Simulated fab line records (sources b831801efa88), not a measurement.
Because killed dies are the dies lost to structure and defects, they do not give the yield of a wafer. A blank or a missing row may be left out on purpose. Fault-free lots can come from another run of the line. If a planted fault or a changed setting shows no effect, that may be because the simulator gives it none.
Struck lot and sound lot, side by side || flow sky130 || 16 out of 708 route steps
Sound: these wafers, L437.1, L437.3, L437.5. Struck: wafer L448.5 (L448.3, L448.4, from the same lot, were not struck and are left out); the cause is given at the end.
For every step that has rows: the tool of each side, followed by ch and its chambers, followed by its first start. Under that, the readings that differ: sound wafers || struck wafers || difference of the means || sigmas: that difference in standard deviations of wafers without a fault.
alike: readings with means less than 2 such deviations apart, plus words and numbers identical on both sides. not compared: withheld readings, readings lacking a value on some wafer, bounds such as >300 that could conceal the same value, and numbers that have no deviation in the record and whose values overlap.
A row with sigmas, a row that says differs or no value, or rows on one side alone: a step with any of these is where the two part. When numbers do not overlap yet have no deviation, they are printed without sigmas and do not part them. Lack of a reading on every wafer of one side parts them only where that side has two or more wafers.

first, 3 steps without rows for these wafers: SKY_METAL1_EXPOSE_12 (exposes mask MM1, target cd 140 nm); SKY_METAL1_PEB_13; SKY_METAL1_DEVELOP_14 (develop time 60 s).
SKY_METAL1_CD_MEAS_15: target cd 140 nm.
  sound on cd_sem-02 at day 37 07:41; struck on cd_sem-01 at day 40 07:14
{"reading": "cd_nm (nm)", "sound": "139.4 139.0 139.8", "struck": 143.1, "difference": "+3.7", "sigmas": "+2"}
SKY_METAL1_OVL_MEAS_16:
  sound on overlay-02 at day 37 07:48; struck on overlay-01 at day 40 07:19
  alike: METAL1_OVL
SKY_METAL1_DESCUM_17: chemistry O2, time 8 s.
  sound on rie_metal-04 ch 0,1, day 37 07:50; struck on rie_metal-04 ch 1, day 40 07:21
  alike: drypump_motor_current_A, oes_product_au
  not compared: rf_hours_counter_h
SKY_METAL1_ETCH_18: etches BARC in N2/H2, stops on SiO2, time 45.9 s, target depth 60 nm.
  sound on rie_metal-04 ch 0,1, day 37 07:52; struck on rie_metal-04 ch 1, day 40 07:23
  alike: drypump_motor_current_A, oes_product_au, throttle_valve_pct
  not compared: rf_hours_counter_h
SKY_METAL1_METAL_ETCH_19: etches the open film in Cl2/BCl3, stops on SiO2, target depth 360 nm, time 74.4 s.
  sound on rie_metal-04 ch 0,1, day 37 07:56; struck on rie_metal-04 ch 1, day 40 07:28
  alike: drypump_motor_current_A, oes_product_au, throttle_valve_pct
  not compared: rf_hours_counter_h
SKY_METAL1_STRIP_20: strips in O2/N2.
  sound on plasma_asher-01 ch 1, day 37 08:02; struck on plasma_asher-04 ch 0, day 40 07:34
  alike: drypump_motor_current_A, oes_product_au, strip_time_to_endpoint_s
  not compared: rf_hours_counter_h
then, 3 steps without rows for these wafers: SKY_METAL1_STRIP_21 (strips in post etch residue remover, time 1200 s); SKY_METAL1_CLEAN_22 (cleans in IPA, time 180 s); SKY_METAL1_CLEAN_23 (cleans in O3/DIW).
SKY_VIA1_HDPCVD_00: deposits SiO2, target thk 1030 nm, time 171.7 s.
  sound on hdpcvd-01 ch 0,2, day 37 08:37; struck on hdpcvd-02 ch 0, day 40 08:13
{"reading": "sih4_flow_sccm (sccm)", "sound": "60.32 60.14 60.16", "struck": 89.97, "difference": "+29.76", "sigmas": "+99 or more"}
{"reading": "model.SiO2_of_VIA1_HDPCVD_00.thk_nm (nm)", "sound": "1037 1025 1042", "struck": 1558, "difference": "+523", "sigmas": ""}
SKY_VIA1_THK_MEAS_01:
  sound on film_metro-03 at day 37 08:44; struck on film_metro-04 at day 40 08:20
{"reading": "VIA1_HDPCVD_THK (nm)", "sound": "1038 1026 1042", "struck": 1558, "difference": "+523", "sigmas": "+48"}
SKY_VIA1_CMP_02: polishes SiO2.
  sound on cmp-02 ch 0,2,3, day 37 08:47; struck on cmp-01 ch 2, day 40 08:26
  alike: head_pressure_psi, motor_current_A, slurry_flow_ml_min
-- the record jumps here: 11 days lie between the struck wafers' starts before and after (it left off in module VIA1 and takes up again in module PAD_OPEN, whose first step shown is number 708 of the route) --
SKY_PAD_OPEN_PROBE_99:
  sound on prober-01 at day 49 21:52; struck on prober-02 at day 51 15:17
  alike: defect_limited_yield, killed_at_M0_to_M3, killed_at_M4_up, killed_at_contacts, killed_at_front_end, killed_at_other, killed_dies, killed_open, killed_short, sort_bin_3_pad_short, sort_bin_5_function, sort_bin_6_memory, sort_n_pass, sort_yield_pct

## WHERE THEY PART
Last at SKY_VIA1_THK_MEAS_01 as far as this record goes, first at SKY_METAL1_CD_MEAS_15. Later steps at which nothing parts them and some readings are alike: SKY_VIA1_CMP_02, SKY_PAD_OPEN_PROBE_99.

WHY: the cause the simulator had injected
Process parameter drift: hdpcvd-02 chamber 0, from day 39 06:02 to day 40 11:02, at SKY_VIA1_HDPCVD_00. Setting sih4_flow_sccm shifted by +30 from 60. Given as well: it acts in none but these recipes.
